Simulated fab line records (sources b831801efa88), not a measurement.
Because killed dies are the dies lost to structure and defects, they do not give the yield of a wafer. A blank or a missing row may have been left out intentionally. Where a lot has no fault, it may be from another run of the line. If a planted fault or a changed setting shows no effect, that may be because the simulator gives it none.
Chamber matching -- flow gf180mcu -- GF_CONTACT_ETCH_16 on rieDiel-02 has 4 sister chambers
The step etches BARC in N2/H2. 4 wafers are shown with their chamber, then 7 later ones without.

## WAFERS, EACH WITH ITS CHAMBER
wafer,chamber,drypumpMotorCurrentA (A)
L907.4,0,6.2
L907.5,2,6.6
L913.1,1,5.9
L913.5,3,6.5

## WAFERS WHOSE CHAMBER IS MISSING
wafer,drypumpMotorCurrentA (A)
L913.6,6.2
L914.2,6.4
L914.5,6.2
L914.6,5.9
L921.1,6.7
L921.2,6.2
L921.3,6.4

## WHICH CHAMBER EACH ONE RAN IN
wafer,from the rows above,in truth
L913.6,0,0
L914.2,can't be placed: 3 or 2 or 0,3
L914.5,0,0
L914.6,1,1
L921.1,can't be placed: 2 or 3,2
L921.2,0,0
L921.3,can't be placed: 3 or 2 or 0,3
4 of 7 placed correctly. From these rows, 3 cannot be placed; in 3 the true chamber is one of the candidates. Wrongly placed: 0.
How it was worked out, from the rows above alone: a wafer's distance from a chamber is the root of the sum, over the readings, of the square of ((its reading less the chamber's mean) divided by the reading's scatter). If the next closest chamber is less than 2 further off than the closest, the wafer can't be placed; otherwise it belongs to the closest. For every chamber, the mean is computed from those of its wafers that are shown. The scatter (one wafer shown for each chamber): square how far every hidden wafer sits from the nearest shown wafer, average those squares and take the square root.
